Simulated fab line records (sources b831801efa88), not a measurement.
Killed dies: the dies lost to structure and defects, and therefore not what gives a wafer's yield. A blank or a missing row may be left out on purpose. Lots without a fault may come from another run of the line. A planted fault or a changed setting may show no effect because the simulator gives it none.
Which tool was responsible? -- flow gf180mcu -- 13 lots with 39 wafers sampled at 5 steps, on a route of 602 steps

== WHAT THE GAUGES SHOWED, per wafer ==
GF_HV_LDD_TW_MEAS_11. Usual: HV_LDD_TW 2406, standard deviation 13.
lot,measured,on,HV_LDD_TW,flag
L154,day 10 01:32,film-metro-02,2410 2395 2399,
L156,day 10 17:55,film-metro-01,2392 2389 2380,
L157,day 10 21:55,film-metro-01,2395 2388 2388,
L158,day 11 06:53,film-metro-03,2416 2417 2407,
L159,day 11 16:43,film-metro-03,2315 2313 2321,OFF
L160,day 11 22:31,film-metro-01,2315 2295 2292,OFF
L169,day 14 13:01,film-metro-03,2414 2423 2429,
L170,day 15 00:09,film-metro-02,2401 2407 2393,
L171,day 15 06:16,film-metro-02,2402 2413 2423,
L173,day 15 19:02,film-metro-02,2414 2416 2404,
L175,day 16 11:50,film-metro-02,2411 2410 2431,
L176,day 16 22:49,film-metro-03,2400 2404 2406,
L177,day 17 01:13,film-metro-02,2402 2391 2403,

GF_HV_LDD_RS_MEAS_53: a four-point-probe measurement. Usual: HV_LDD_RS 417.5 ohm/sq, standard deviation 0.96.
lot,measured,on,HV_LDD_RS (ohm/sq),flag
L154,day 12 09:41,film-metro-02,418.7 418.4 417.9,
L156,day 13 03:25,film-metro-02,417.9 417.1 418.0,
L157,day 13 09:22,film-metro-01,418.3 417.7 418.3,
L158,day 13 18:02,film-metro-01,417.5 417.9 418.4,
L159,day 14 05:13,film-metro-01,447.0 447.8 445.9,OFF
L160,day 14 11:57,film-metro-02,445.3 446.2 445.0,OFF
L169,day 17 07:29,film-metro-03,417.1 417.4 416.4,
L170,day 17 19:56,film-metro-02,419.5 419.4 418.4,
L171,day 18 03:16,film-metro-03,416.6 415.3 416.4,
L173,day 18 16:28,film-metro-03,417.3 416.8 417.5,
L175,day 19 11:31,film-metro-02,417.7 417.3 418.3,
L176,day 19 22:34,film-metro-02,416.0 416.3 416.4,
L177,day 20 02:53,film-metro-02,418.1 417.6 417.0,

GF_SAB_CD_MEAS_09: target cd 420 nm. Usual: cd-nm at 420.2 nm, with a standard deviation of 2.5.
lot,measured,on,cd-nm (nm),flag
L154,day 15 03:56,cd-sem-02,420.6 419.6 420.6,
L156,day 15 21:58,cd-sem-01,423.3 423.2 425.6,
L157,day 16 06:34,cd-sem-02,415.0 415.2 414.1,
L158,day 16 14:41,cd-sem-02,422.4 420.8 422.1,
L159,day 17 02:37,cd-sem-01,424.1 424.4 422.5,
L160,day 17 08:43,cd-sem-01,420.8 420.7 420.7,
L169,day 20 12:05,cd-sem-02,420.4 421.3 422.3,
L170,day 20 23:29,cd-sem-01,423.8 424.0 422.2,
L171,day 21 09:10,cd-sem-01,415.6 415.4 418.1,
L173,day 21 20:50,cd-sem-01,421.8 418.4 419.0,
L175,day 22 15:01,cd-sem-02,421.6 422.7 421.2,
L176,day 23 00:31,cd-sem-01,419.8 421.8 422.3,
L177,day 23 06:23,cd-sem-02,419.2 417.7 417.1,

GF_V1_OVL_MEAS_15. Usual: V1_OVL 1 nm, standard deviation 5.
lot,measured,on,V1_OVL (nm),flag
L154,day 18 03:31,overlay-01,5 10 2,
L156,day 19 00:04,overlay-02,0 9 -1,
L157,day 19 09:01,overlay-01,-6 2 0,
L158,day 19 17:31,overlay-02,3 2 6,
L159,day 20 05:52,overlay-02,3 8 6,
L160,day 20 13:16,overlay-01,1 -4 2,
L169,day 23 15:58,overlay-01,1 -6 -5,
L170,day 24 01:26,overlay-02,-1 -2 -3,
L171,day 24 10:55,overlay-02,-2 -7 6,
L173,day 24 22:14,overlay-01,3 8 4,
L175,day 25 15:38,overlay-01,-1 -7 -4,
L176,day 25 23:35,overlay-02,3 8 4,
L177,day 26 04:52,overlay-02,5 -1 0,

== EACH LOT AND THE TOOL THAT RAN IT (in order: tool; ch and the chambers of the sampled wafers; start) ==
lot,GF_HV_LDD_IMPLANT_09
L154,"implanter-04 ch 0, day 10 01:19"
L156,"implanter-02 ch 0, day 10 17:41"
L157,"implanter-01 ch 0, day 10 21:41"
L158,"implanter-01 ch 0, day 11 06:40"
L159,"implanter-01 ch 0, day 11 16:29"
L160,"implanter-01 ch 0, day 11 22:17"
L169,"implanter-02 ch 0, day 14 12:48"
L170,"implanter-04 ch 0, day 14 23:54"
L171,"implanter-04 ch 0, day 15 06:02"
L173,"implanter-04 ch 0, day 15 18:49"
L175,"implanter-04 ch 0, day 16 11:34"
L176,"implanter-02 ch 0, day 16 22:34"
L177,"implanter-04 ch 0, day 17 00:58"
- GF_HV_LDD_IMPLANT_09

== AS READ BY THE TOOLS THEMSELVES (means over the sampled wafers that have a number; for cases with no such wafer, the mark the record gives instead) ==
GF_HV_LDD_IMPLANT_09. Usual: dose-ions-cm2 1.0002e+14, standard deviation 1.1e+11; faraday-current-uA 565, standard deviation 12.
lot,tool,dose-ions-cm2,faraday-current-uA,flag
L154,implanter-04,9.9990e+13,558,
L156,implanter-02,9.9823e+13,550,
L157,implanter-01,1.0008e+14,557,
L158,implanter-01,1.0011e+14,566,
L159,implanter-01,8.6023e+13,491,OFF
L160,implanter-01,8.5743e+13,487,OFF
L169,implanter-02,1.0001e+14,554,
L170,implanter-04,9.9843e+13,568,
L171,implanter-04,1.0006e+14,550,
L173,implanter-04,9.9970e+13,560,
L175,implanter-04,9.9963e+13,565,
L176,implanter-02,9.9983e+13,576,
L177,implanter-04,1.0006e+14,573,

== THE ANSWER, worked out from the rows above alone ==
Rule: a lot counts as off when the mean over its wafers that have a number is more than 3 standard deviations away from the usual mean. Also off: a lot with no number at a reading for which 4 or more lots have one. The other lots that the step has rows for count as sound. The gauges are gone through in route order, then the tools' own readings, and for those a lot's mean is taken as printed above. The first step at which some lot is off is used, and at that step the reading that is off furthest; a lot without a number counts as furthest.
Off: L159, L160, at GF_HV_LDD_TW_MEAS_11 (HV_LDD_TW).
If a tool, at a process step before that reading, ran all the lots that are off and no sound lot after the first of them, it fits. Not tried: the gauges at GF_HV_LDD_TW_MEAS_11; whatever is off there is also off at GF_HV_LDD_IMPLANT_09, on other tools, and gauge error can't account for it. One fits: implanter-01 at GF_HV_LDD_IMPLANT_09. Its last sound lot is L158 (day 11 06:40), its first lot that is off L159 (day 11 16:29): a fault that began between those two fits.
The tool's own readings at GF_HV_LDD_IMPLANT_09 bear it out: on the lots that are off they differ by more than 5 times the standard deviation of the sound lots' means. dose-ions-cm2 reads 8.5883e+13 there against 9.9990e+13 on the sound lots; faraday-current-uA reads 489 there against 562 on the sound lots.

== WHAT THE SIMULATOR PUT IN ==
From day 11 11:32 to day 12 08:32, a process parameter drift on implanter-01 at GF_HV_LDD_IMPLANT_09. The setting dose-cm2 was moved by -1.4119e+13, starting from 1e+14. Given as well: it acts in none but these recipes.
Lots struck among those shown: L159, L160. The rule above reached the same finding.
